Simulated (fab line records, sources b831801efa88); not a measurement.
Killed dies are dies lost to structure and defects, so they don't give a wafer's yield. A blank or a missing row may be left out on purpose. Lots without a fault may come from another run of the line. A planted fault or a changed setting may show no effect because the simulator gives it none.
fab line records | flow gf180mcu
record lots=24 wafers=72 last_day=34
route steps=602 shown MVSD@77 V1@340 M2@378 V2@404 M3@411
lots that met no fault: from a run of the same line without faults
start_h: hours from the record's first day to the start of the lot's first wafer shown | wait_h: hours since the lot's step before | " the same as in the row above | L1.1+2: a row that stands for several wafers | - no value, or no start given | * or withheld: withheld | < > ~ a bound
route shown NAME@n: a module of which the file shows steps, and the number in the route of the first | usual: mean/standard deviation of fault-free wafers | same: alike in all rows | chamber/n: place in a boat | sites: the reading at each site | _std_site: their standard deviation | _edge_site: outer sites' mean less inner sites' | radius_mm: how far each site lies from the wafer's centre | mask NAME#n: copy n | behind: the tool/chamber that last shaped the wafer | hold: why the lot was held/for how many hours/how that ended | device: the transistor (n, p or np) that didn't switch | end of line: the same wafers' tests at the end of the route | a step without rows: its recipe alone | killed: dies lost to structure and defects at the first sort, not the wafer's yield | map: a wafer's dies, x killed, . not, _ none there
set.NAME: the setting as run; set.NAME@STEP: as run at that earlier step | model.NAME: the simulator's own value behind a step, which no gauge read
steps of the route over a sample of lots; a table a step, a row a wafer
services: from which hour (start_h, from the record's first day; less than 0 if before it) a tool's chamber was out of use, for how many hours, and why
## steps
# step GF_MVSD_TW_MEAS_11
# usual MVSD_TW=1585/7.3
# columns lot.wafer tool chamber start_h wait_h MVSD_TW
L074.1 film_metro-03 - 88.57 0.1 1577
L074.3 " - " " 1583
L074.6 " - " " 1572
L075.1 film_metro-03 - 92.40 0.1 1590
L075.2 " - " " 1586
L075.4 " - " " 1589
L076.1 film_metro-04 - 96.35 0.1 1581
L076.2 " - " " 1588
L076.3 " - " " 1576
L078.2 film_metro-04 - 105.56 0.1 1578
L078.3 " - " " 1574
L078.5 " - " " 1581
L077.4 film_metro-03 - 107.17 0.1 1585
L077.5 " - " " 1599
L077.6 " - " " 1597
L079.3 film_metro-04 - 113.26 0.1 1586
L079.4 " - " " 1579
L079.5 " - " " 1582
L080.2 film_metro-01 - 117.98 0.1 1587
L080.3 " - " " 1587
L080.5 " - " " 1590
L081.1 film_metro-01 - 125.99 0.1 1582
L081.2 " - " " 1579
L081.4 " - " " 1582
L082.3 film_metro-01 - 127.69 0.1 1596
L082.4 " - " " 1585
L082.5 " - " " 1588
L083.1 film_metro-04 - 135.65 0.1 1580
L083.2 " - " " 1585
L083.6 " - " " 1590
L084.1 film_metro-03 - 142.04 0.1 1592
L084.2 " - " " 1594
L084.4 " - " " 1585
L085.2 film_metro-03 - 146.36 0.1 1592
L085.3 " - " " 1598
L085.5 " - " " 1587
L086.3 film_metro-01 - 153.87 0.1 1590
L086.5 " - " " 1587
L086.6 " - " " 1585
L087.1 film_metro-04 - 158.10 0.1 1573
L087.3 " - " " 1579
L087.6 " - " " 1578
L088.1 film_metro-01 - 163.87 0.1 1591
L088.2 " - " " 1592
L088.4 " - " " 1591
L089.2 film_metro-01 - 171.18 0.1 1584
L089.3 " - " " 1588
L089.4 " - " " 1588
L090.1 film_metro-04 - 178.30 0.1 1586
L090.2 " - " " 1594
L090.3 " - " " 1596
L091.2 film_metro-01 - 182.58 0.1 1591
L091.4 " - " " 1586
L091.6 " - " " 1580
L092.4 film_metro-03 - 187.90 0.1 1580
L092.5 " - " " 1589
L092.6 " - " " 1589
L093.1 film_metro-03 - 195.30 0.1 1591
L093.2 " - " " 1589
L093.3 " - " " 1584
L094.1 film_metro-04 - 196.62 0.1 1581
L094.4 " - " " 1570
L094.5 " - " " 1573
L095.4 film_metro-01 - 202.15 0.1 1589
L095.5 " - " " 1579
L095.6 " - " " 1584
L096.2 film_metro-04 - 210.13 0.1 1571
L096.4 " - " " 1577
L096.6 " - " " 1576
L097.1 film_metro-04 - 216.20 0.1 1575
L097.5 " - " " 1574
L097.6 " - " " 1577
# step GF_V1_BOW_MEAS_05
# recipe mode=bow
# usual V1_BOW=83/7.3
# columns lot.wafer tool chamber start_h wait_h V1_BOW[um]
L074.1 film_metro-03 - 393.98 0.2 74
L074.3 " - " " 84
L074.6 " - " " 74
L075.1 film_metro-01 - 403.86 0.1 95
L075.2 " - " " 87
L075.4 " - " " 81
L076.1 film_metro-02 - 408.47 0.2 75
L076.2 " - " " 78
L076.3 " - " " 77
L078.2 film_metro-02 - 423.33 0.1 85
L078.3 " - " " 74
L078.5 " - " " 85
L077.4 film_metro-01 - 426.24 0.2 83
L077.5 " - " " 71
L077.6 " - " " 86
L079.3 film_metro-01 - 434.60 0.3 85
L079.4 " - " " 80
L079.5 " - " " 80
L080.2 film_metro-02 - 444.40 0.1 72
L080.3 " - " " 68
L080.5 " - " " 72
L081.1 film_metro-01 - 454.42 0.1 77
L081.2 " - " " 85
L081.4 " - " " 78
L082.3 film_metro-03 - 456.08 0.2 78
L082.4 " - " " 77
L082.5 " - " " 83
L083.1 film_metro-02 - 469.17 0.1 77
L083.2 " - " " 80
L083.6 " - " " 75
L084.1 film_metro-03 - 478.53 0.2 74
L084.2 " - " " 77
L084.4 " - " " 79
L085.2 film_metro-03 - 488.22 0.3 92
L085.3 " - " " 72
L085.5 " - " " 67
L086.3 film_metro-01 - 497.22 0.2 90
L086.5 " - " " 86
L086.6 " - " " 90
L087.1 film_metro-03 - 502.85 0.1 83
L087.3 " - " " 69
L087.6 " - " " 86
L088.1 film_metro-03 - 514.66 0.2 91
L088.2 " - " " 92
L088.4 " - " " 88
L089.2 film_metro-01 - 524.83 0.1 83
L089.3 " - " " 88
L089.4 " - " " 91
L090.1 film_metro-01 - 529.93 0.2 97
L090.2 " - " " 82
L090.3 " - " " 100
L091.2 film_metro-02 - 537.65 0.2 76
L091.4 " - " " 70
L091.6 " - " " 79
L092.4 film_metro-03 - 546.72 0.2 84
L092.5 " - " " 73
L092.6 " - " " 86
L093.1 film_metro-03 - 555.08 0.2 91
L093.2 " - " " 73
L093.3 " - " " 83
L094.1 film_metro-02 - 558.05 0.2 71
L094.4 " - " " 72
L094.5 " - " " 85
L095.4 film_metro-03 - 564.99 0.3 89
L095.5 " - " " 90
L095.6 " - " " 75
L096.2 film_metro-01 - 573.23 0.2 86
L096.4 " - " " 90
L096.6 " - " " 98
L097.1 film_metro-02 - 582.55 0.2 81
L097.5 " - " " 81
L097.6 " - " " 78
# step GF_V1_CVD_23
# recipe material=W target_thk_nm=350 time_s=105.05 temp_c=400 pressure_torr=40
# usual heater_power_w=919/85 susceptor_temp_C=400.00/0.23
# columns lot.wafer tool chamber start_h wait_h heater_power_w susceptor_temp_C
L074.1 cvd_w-02 0 417.32 0.0 807 400.03
L074.3 " 1 " " 1002 400.20
L074.6 " 0 " " 788 400.03
L075.1 cvd_w-02 0 433.39 0.0 805 399.80
L075.2 " 1 " " 981 399.61
L075.4 " 0 " " 806 399.93
L076.1 cvd_w-01 0 433.58 0.0 902 400.19
L076.2 " 1 " " 970 400.19
L076.3 " 0 " " 898 400.16
L078.2 cvd_w-01 0 447.71 0.0 890 399.97
L078.3 " 1 " " 972 399.62
L078.5 " 0 " " 906 400.20
L077.4 cvd_w-01 0 451.94 0.1 888 399.60
L077.5 " 0 " " 898 399.82
L077.6 " 1 " " 975 399.49
L079.3 cvd_w-01 0 459.52 0.1 893 400.02
L079.4 " 1 " " 976 400.32
L079.5 " 0 " " 877 400.31
L080.2 cvd_w-01 0 469.99 0.0 881 399.87
L080.3 " 1 " " 977 399.98
L080.5 " 1 " " 992 399.83
L081.1 cvd_w-01 1 480.08 0.0 974 400.16
L081.2 " 0 " " 895 400.02
L081.4 " 1 " " 949 400.59
L082.3 cvd_w-02 0 481.07 0.1 792 399.63
L082.4 " 1 " " 1022 399.67
L082.5 " 1 " " 1015 399.57
L083.1 cvd_w-01 0 494.43 0.0 888 399.96
L083.2 " 1 " " 984 400.30
L083.6 " 0 " " 880 399.84
L084.1 cvd_w-01 1 504.03 0.0 955 400.09
L084.2 " 0 " " 883 399.97
L084.4 " 0 " " 887 400.12
L085.2 cvd_w-02 1 512.48 0.0 1007 399.85
L085.3 " 0 " " 783 400.00
L085.5 " 0 " " 813 400.12
L086.3 cvd_w-02 0 521.34 0.1 788 400.13
L086.5 " 1 " " 991 400.14
L086.6 " 0 " " 825 400.12
L087.1 cvd_w-02 0 527.38 0.0 782 400.40
L087.3 " 1 " " 1008 400.16
L087.6 " 1 " " 1019 399.99
L088.1 cvd_w-01 0 538.60 0.0 898 399.95
L088.2 " 1 " " 943 400.50
L088.4 " 0 " " 898 399.88
L089.2 cvd_w-02 1 547.72 0.0 1019 400.36
L089.3 " 1 " " 1043 400.29
L089.4 " 0 " " 798 400.10
L090.1 cvd_w-02 0 553.38 0.0 817 399.91
L090.2 " 1 " " 1011 399.93
L090.3 " 1 " " 1036 400.32
L091.2 cvd_w-02 0 561.43 0.0 814 399.95
L091.4 " 1 " " 1018 400.15
L091.6 " 0 " " 807 399.65
L092.4 cvd_w-02 1 569.72 0.1 1028 400.28
L092.5 " 1 " " 1031 400.10
L092.6 " 0 " " 813 400.12
L093.1 cvd_w-01 1 577.75 0.0 974 399.88
L093.2 " 0 " " 934 399.99
L093.3 " 1 " " 980 399.62
L094.1 cvd_w-02 1 580.85 0.0 1003 400.02
L094.4 " 0 " " 815 399.81
L094.5 " 0 " " 818 400.00
L095.4 cvd_w-02 1 587.47 0.1 990 400.33
L095.5 " 1 " " 1012 400.17
L095.6 " 0 " " 809 399.91
L096.2 cvd_w-02 0 595.52 0.0 806 400.04
L096.4 " 1 " " 1011 399.75
L096.6 " 1 " " 1040 399.83
L097.1 cvd_w-01 1 604.73 0.0 965 400.16
L097.5 " 0 " " 913 400.36
L097.6 " 1 " " 993 400.03
# step GF_M2_METAL_ETCH_16
# recipe chemistry=Cl2/BCl3 mask_material=KrF target_depth_nm=750.8 stop_on=SiO2 pressure_mtorr=8 icp_w=800 bias_w=140 Cl2_flow_sccm=80 bcl3_flow_sccm=40 time_s=125.1
# usual drypump_motor_current_A=5.6/0.35 oes_product_au=0.992/0.0048 throttle_valve_pct=28.228/0.0091
# columns lot.wafer tool chamber start_h wait_h drypump_motor_current_A oes_product_au rf_hours_counter_h throttle_valve_pct
L074.1 rie_metal-02 0 441.86 0.0 6.0 0.992 10 28.218
L074.3 " 0 " " 6.0 0.997 - 28.227
L074.6 " 0 " " 5.9 0.999 - 28.240
L075.1 rie_metal-02 0 458.17 0.0 6.0 0.991 11 28.228
L075.2 " 1 " " 6.0 0.985 5 28.232
L075.4 " 0 " " 6.0 0.993 - 28.235
L076.1 rie_metal-01 1 458.36 0.0 5.0 0.995 12 28.223
L076.2 " 0 " " 5.7 0.994 1 28.233
L076.3 " 0 " " 5.7 0.995 - 28.241
L078.2 rie_metal-03 0 472.09 0.0 5.5 0.999 11 28.217
L078.3 " 1 " " 5.8 0.985 - 28.227
L078.5 " 0 " " 5.5 0.999 - 28.215
L077.4 rie_metal-01 0 476.82 0.1 5.7 0.996 - 28.230
L077.5 " 0 " " 5.7 0.997 - 28.212
L077.6 " 0 " " 5.7 0.995 - 28.218
L079.3 rie_metal-01 0 484.32 0.1 5.7 0.994 - 28.217
L079.4 " 0 " " 5.7 0.995 - 28.234
L079.5 " 0 " " 5.8 0.997 - 28.228
L080.2 rie_metal-02 1 495.57 0.0 6.0 0.977 6 28.237
L080.3 " 1 " " 6.0 0.993 - 28.229
L080.5 " 0 " " 6.0 0.993 - 28.230
L081.1 rie_metal-03 1 505.14 0.0 5.8 0.989 4 28.234
L081.2 " 0 " " 5.5 0.991 12 28.255
L081.4 " 0 " " 5.5 0.991 - 28.234
L082.3 rie_metal-01 1 505.96 0.1 4.9 0.997 - 28.233
L082.4 " 0 " " 5.7 1.001 - 28.234
L082.5 " 1 " " 4.9 0.997 - 28.218
L083.1 rie_metal-03 0 519.16 0.0 5.5 0.988 12 28.239
L083.2 " 1 " " 5.8 0.997 5 28.218
L083.6 " 0 " " 5.5 0.990 - 28.222
L084.1 rie_metal-01 0 528.01 0.0 5.7 0.981 3 28.233
L084.2 " 1 " " 4.9 0.997 1 28.230
L084.4 " 0 " " 5.7 0.999 - 28.226
L085.2 rie_metal-02 1 536.41 0.0 6.1 0.989 8 28.225
L085.3 " 1 " " 6.1 0.991 - 28.224
L085.5 " 1 " " 6.0 0.991 - 28.236
L086.3 rie_metal-01 1 544.81 0.1 5.0 0.986 - 28.226
L086.5 " 1 " " 4.9 0.991 - 28.243
L086.6 " 0 " " 5.7 0.985 - 28.232
L087.1 rie_metal-01 0 551.21 0.0 5.8 0.992 4 28.235
L087.3 " 1 " " 5.0 0.999 - 28.231
L087.6 " 0 " " 5.8 0.998 - 28.222
L088.1 rie_metal-03 0 562.19 0.0 5.5 0.999 13 28.230
L088.2 " 1 " " 5.8 0.987 6 28.216
L088.4 " 1 " " 5.8 0.991 - 28.212
L089.2 rie_metal-03 1 571.19 0.0 5.8 0.997 6 28.228
L089.3 " 0 " " 5.5 0.993 - 28.239
L089.4 " 1 " " 5.8 0.993 - 28.228
L090.1 rie_metal-03 1 575.84 0.0 5.8 0.991 6 28.216
L090.2 " 0 " " 5.5 0.989 14 28.232
L090.3 " 0 " " 5.5 0.992 - 28.239
L091.2 rie_metal-01 0 583.26 0.0 5.7 0.988 5 28.229
L091.4 " 0 " " 5.7 0.988 - 28.224
L091.6 " 0 " " 5.7 0.996 - 28.211
L092.4 rie_metal-03 1 591.93 0.1 5.8 0.992 - 28.238
L092.5 " 0 " " 5.5 0.983 - 28.229
L092.6 " 1 " " 5.8 0.993 - 28.230
L093.1 rie_metal-01 0 599.74 0.0 5.7 0.992 5 28.227
L093.2 " 1 " " 5.0 0.984 3 28.223
L093.3 " 0 " " 5.7 0.990 - 28.223
L094.1 rie_metal-03 0 602.26 0.0 5.5 0.995 15 28.232
L094.4 " 0 " " 5.5 0.988 - 28.230
L094.5 " 0 " " 5.5 0.983 - 28.236
L095.4 rie_metal-02 1 608.91 0.1 6.0 0.997 - 28.222
L095.5 " 1 " " 6.0 0.995 - 28.230
L095.6 " 0 " " 6.0 0.992 - 28.249
L096.2 rie_metal-01 0 617.24 0.0 5.7 0.997 6 28.207
L096.4 " 0 " " 5.7 0.993 - 28.222
L096.6 " 0 " " 5.7 0.992 - 28.219
L097.1 rie_metal-02 0 626.59 0.0 6.0 0.990 2 28.245
L097.5 " 1 " " 6.0 0.983 - 28.236
L097.6 " 0 " " 6.0 0.993 - 28.228
# step GF_V2_SPUTTER_22
# recipe material=TiN target_thk_nm=10 chamber_pressure_pa=5 power_w=4000 time_s=40
# usual cathode_dc_power_W=4000.0/0.7 throttle_valve_pct=29.9/0.71
# columns lot.wafer tool chamber start_h wait_h cathode_dc_power_W throttle_valve_pct
L074.1 pvd_sputter-03 - 468.23 0.0 3999.4 29.6
L074.3 " - " " 3999.8 31.4
L074.6 " - " " 4000.3 29.5
L075.1 pvd_sputter-03 - 483.74 0.0 3999.6 31.3
L075.2 " - " " 4000.2 29.8
L075.4 " - " " 3999.6 30.0
L076.1 pvd_sputter-02 - 484.14 0.0 4001.1 28.7
L076.2 " - " " 3999.9 30.0
L076.3 " - " " 4000.2 29.8
L078.2 pvd_sputter-02 - 498.94 0.0 4000.8 30.4
L078.3 " - " " 4001.0 29.8
L078.5 " - " " 4000.5 29.7
L077.4 pvd_sputter-01 - 503.61 0.0 3999.8 30.7
L077.5 " - " " 4000.4 30.7
L077.6 " - " " 4001.2 29.2
L079.3 pvd_sputter-03 - 510.84 0.0 3999.1 30.1
L079.4 " - " " 3999.2 29.7
L079.5 " - " " 3999.3 29.6
L080.2 pvd_sputter-03 - 520.60 0.0 3999.7 29.7
L080.3 " - " " 3999.8 29.9
L080.5 " - " " 4000.0 29.5
L081.1 pvd_sputter-02 - 530.47 0.0 4000.4 28.9
L081.2 " - " " 4000.9 30.2
L081.4 " - " " 3998.1 29.9
L082.3 pvd_sputter-02 - 531.42 0.0 3998.8 30.5
L082.4 " - " " 3998.3 29.0
L082.5 " - " " 3999.3 29.0
L083.1 pvd_sputter-03 - 543.92 0.0 4000.0 29.8
L083.2 " - " " 4000.0 31.2
L083.6 " - " " 4001.6 29.7
L084.1 pvd_sputter-01 - 552.59 0.0 3999.4 31.2
L084.2 " - " " 4000.6 29.3
L084.4 " - " " 3998.4 29.0
L085.2 pvd_sputter-03 - 561.37 0.0 4000.0 29.7
L085.3 " - " " 4000.4 29.8
L085.5 " - " " 4000.4 30.0
L086.3 pvd_sputter-02 - 568.95 0.0 4000.8 29.7
L086.5 " - " " 3999.5 29.4
L086.6 " - " " 3999.1 30.2
L087.1 pvd_sputter-02 - 574.97 0.0 3999.8 30.0
L087.3 " - " " 3999.4 28.9
L087.6 " - " " 3999.9 28.7
L088.1 pvd_sputter-02 - 585.85 0.0 3999.6 29.7
L088.2 " - " " 4000.0 30.4
L088.4 " - " " 3999.4 30.2
L089.2 pvd_sputter-03 - 594.61 0.0 3999.9 30.0
L089.3 " - " " 3999.2 29.7
L089.4 " - " " 4000.5 31.2
L090.1 pvd_sputter-02 - 599.05 0.0 3998.6 30.4
L090.2 " - " " 3999.5 29.6
L090.3 " - " " 3998.4 29.2
L091.2 pvd_sputter-03 - 605.90 0.0 4000.3 30.0
L091.4 " - " " 3999.7 29.4
L091.6 " - " " 4000.6 29.5
L092.4 pvd_sputter-02 - 615.22 0.0 4000.1 29.6
L092.5 " - " " 3999.4 30.0
L092.6 " - " " 4000.2 29.6
L093.1 pvd_sputter-01 - 622.40 0.0 4000.8 30.7
L093.2 " - " " 3999.7 29.1
L093.3 " - " " 4001.3 31.3
L094.1 pvd_sputter-03 - 625.12 0.0 4000.8 29.5
L094.4 " - " " 4001.2 29.6
L094.5 " - " " 4000.5 30.3
L095.4 pvd_sputter-01 - 631.29 0.0 4000.7 29.2
L095.5 " - " " 4000.3 28.8
L095.6 " - " " 4000.6 30.9
L096.2 pvd_sputter-02 - 639.54 0.0 4001.1 28.7
L096.4 " - " " 4000.3 29.9
L096.6 " - " " 4000.2 29.5
L097.1 pvd_sputter-02 - 648.25 0.0 4000.5 30.3
L097.5 " - " " 4000.0 30.4
L097.6 " - " " 4000.3 30.4
# step GF_M3_SPUTTER_02
# recipe material=AlCu target_thk_nm=450 power_w=10600 time_s=23.9 chamber_pressure_pa=0.4
# usual cathode_dc_power_W=10600/1.7 throttle_valve_pct=29.8/0.83
# columns lot.wafer tool chamber start_h wait_h cathode_dc_power_W throttle_valve_pct
L074.1 pvd_sputter-02 - 468.99 0.0 10599 30.4
L074.3 " - " " 10595 30.4
L074.6 " - " " 10600 30.3
L075.1 pvd_sputter-04 - 484.50 0.0 10601 29.0
L075.2 " - " " 10600 29.3
L075.4 " - " " 10599 30.9
L076.1 pvd_sputter-01 - 484.90 0.0 10597 28.9
L076.2 " - " " 10597 31.1
L076.3 " - " " 10599 30.8
L078.2 pvd_sputter-04 - 499.70 0.0 10597 29.0
L078.3 " - " " 10597 30.9
L078.5 " - " " 10598 29.2
L077.4 pvd_sputter-02 - 504.37 0.0 10597 28.7
L077.5 " - " " 10600 29.8
L077.6 " - " " 10601 28.8
L079.3 pvd_sputter-02 - 511.60 0.0 10599 30.6
L079.4 " - " " 10602 30.1
L079.5 " - " " 10599 29.8
L080.2 pvd_sputter-02 - 521.36 0.0 10601 30.5
L080.3 " - " " 10599 28.8
L080.5 " - " " 10598 28.9
L081.1 pvd_sputter-01 - 531.32 0.0 10602 31.1
L081.2 " - " " 10601 30.9
L081.4 " - " " 10600 29.3
L082.3 pvd_sputter-04 - 532.18 0.0 10601 31.1
L082.4 " - " " 10599 29.2
L082.5 " - " " 10599 29.3
L083.1 pvd_sputter-04 - 544.68 0.0 10598 31.3
L083.2 " - " " 10602 28.9
L083.6 " - " " 10599 29.3
L084.1 pvd_sputter-04 - 553.35 0.0 10597 31.1
L084.2 " - " " 10599 29.2
L084.4 " - " " 10597 29.5
L085.2 pvd_sputter-02 - 562.13 0.0 10600 28.9
L085.3 " - " " 10597 30.3
L085.5 " - " " 10598 30.3
L086.3 pvd_sputter-01 - 569.71 0.0 10600 30.5
L086.5 " - " " 10600 30.9
L086.6 " - " " 10600 28.9
L087.1 pvd_sputter-01 - 575.73 0.0 10604 30.9
L087.3 " - " " 10600 29.5
L087.6 " - " " 10600 29.4
L088.1 pvd_sputter-04 - 586.61 0.0 10604 31.1
L088.2 " - " " 10601 28.8
L088.4 " - " " 10601 31.0
L089.2 pvd_sputter-02 - 595.37 0.0 10599 29.0
L089.3 " - " " 10603 30.5
L089.4 " - " " 10599 30.1
L090.1 pvd_sputter-02 - 599.81 0.0 10599 28.8
L090.2 " - " " 10599 30.4
L090.3 " - " " 10604 30.2
L091.2 pvd_sputter-01 - 606.66 0.0 10600 29.2
L091.4 " - " " 10602 31.4
L091.6 " - " " 10598 29.0
L092.4 pvd_sputter-04 - 615.99 0.0 10601 31.1
L092.5 " - " " 10600 29.2
L092.6 " - " " 10600 29.1
L093.1 pvd_sputter-01 - 623.16 0.0 10601 31.1
L093.2 " - " " 10601 29.0
L093.3 " - " " 10601 29.4
L094.1 pvd_sputter-01 - 625.88 0.0 10600 28.9
L094.4 " - " " 10600 29.4
L094.5 " - " " 10600 30.5
L095.4 pvd_sputter-02 - 632.03 0.0 10599 30.3
L095.5 " - " " 10602 29.7
L095.6 " - " " 10599 29.0
L096.2 pvd_sputter-01 - 640.30 0.0 10600 29.3
L096.4 " - " " 10601 29.0
L096.6 " - " " 10596 30.7
L097.1 pvd_sputter-01 - 649.01 0.0 10599 30.7
L097.5 " - " " 10603 29.1
L097.6 " - " " 10598 30.6
## services
# columns tool chamber start_h hours kind
pvd_sputter-02 - 393.45 2.8 repair
rie_metal-02 - 409.65 1.2 repair
pvd_sputter-02 - 409.74 11.6 repair
rie_metal-01 - 409.93 0.3 repair
rie_metal-02 - 417.39 14.6 pm
cvd_w-02 - 455.73 11.5 repair
pvd_sputter-01 0 456.27 - consumable_replace:kit
pvd_sputter-01 0 456.27 18.0 scheduled_down
pvd_sputter-01 0 456.27 18.0 vent_cycle
cvd_w-02 - 467.22 6.0 pm
cvd_w-02 1 472.94 7.1 repair
rie_metal-01 - 478.76 0.9 repair
rie_metal-03 - 510.07 0.1 repair
rie_metal-01 - 512.67 2.8 pm
cvd_w-01 1 513.32 2.1 repair
cvd_w-01 - 516.70 14.6 pm
pvd_sputter-01 - 516.80 0.6 repair
rie_metal-01 - 554.22 0.9 repair
rie_metal-02 1 575.72 32.6 repair
rie_metal-02 0 580.15 27.5 repair
cvd_w-01 - 601.87 2.8 pm
cvd_w-01 1 611.95 4.4 repair
rie_metal-03 - 618.42 26.7 repair
cvd_w-01 - 646.00 0.9 repair
## key
fault none
